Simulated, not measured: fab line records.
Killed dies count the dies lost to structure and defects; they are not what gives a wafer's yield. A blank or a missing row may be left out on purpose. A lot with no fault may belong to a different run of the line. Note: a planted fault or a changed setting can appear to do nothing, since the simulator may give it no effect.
8D (eight disciplines) problem report, filled in by code | flow gf180mcu | the parts of the form that need people (team, actions taken, sign-off) are left out

1. THE PROBLEM
biasW at GF_V5_ETCH_16 reads a mean of 92.7 W on 6 wafers of 2 lots; wafers without a fault read 100.0 W with a standard deviation of 0.3. Relative to the usual mean, that is a shift of -24 standard deviations.
The step: etches BARC in N2/H2.
The first sign was on wafer L423.1 at day 30 14:24, on rieDiel-04. Wafers with a number at this step in the record: 42, from 14 lots. The rule behind "out" and "out of limits": a value lying over 4 standard deviations away from the usual mean. The rest of the wafers with a number are treated as sound.

2. WHAT THIS IS AND IS NOT
question                    | is                     | is not
which readings at this step | biasW                  | drypumpMotorCurrentA, oesProductAu
which lots                  | L423, L424             | L415, L416, L425, L426, L427, L428, L429, L431, L432, L433, L435, L436
which wafers of those lots  | all that have a number | -
read on which tools         | rieDiel-04             | rieDiel-01, rieDiel-02
when                        | from day 30 14:24      | up to then (6 sound wafers); but 30 sound wafers of L425, L426, L427, L428, L429, L431, L432, L433, L435, L436 came after

3. THE SUSPECTS, EACH WITH WHAT RULES IT OUT
Counting: a tool at a process step up to the reading stays a suspect if it ran every lot that is out and no sound lot after the first of them.
- rieDiel-04 at GF_V5_ETCH_16 (etches BARC in N2/H2): ruled out as a lasting fault. Sound lots L435, L436 ran on it after its first lot that is out, L423 (day 30 14:24).
Left after counting: nothing in the record.

4. THE CAUSE (what the simulator had put in)
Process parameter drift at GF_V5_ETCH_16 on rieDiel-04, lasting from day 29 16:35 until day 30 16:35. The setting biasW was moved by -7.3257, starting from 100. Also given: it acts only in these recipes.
Counting ruled it out, wrongly.

5. THE EFFECT CHAIN, in route order
One row per reading whose mean, taken over the struck wafers that have a number, lies over 3 standard deviations from the usual. Readings are gone through only where the record gives a usual standard deviation; hours: the median, over the lots, of the time from a lot's start at the first step in this table giving one to that lot's start at this step; sigmas: the change measured in usual standard deviations.
hours | step          | reading | usual   | on struck wafers | change | sigmas
0     | GF_V5_ETCH_16 | biasW   | 100.0 W | 92.7             | -7.3   | -24
Its process steps:
- GF_V5_ETCH_16: etches BARC in N2/H2.

6. WHAT WOULD HAVE CAUGHT IT SOONER
In this record the first reading out of limits was taken at day 30 14:24, 22 hours after the fault began at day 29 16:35.
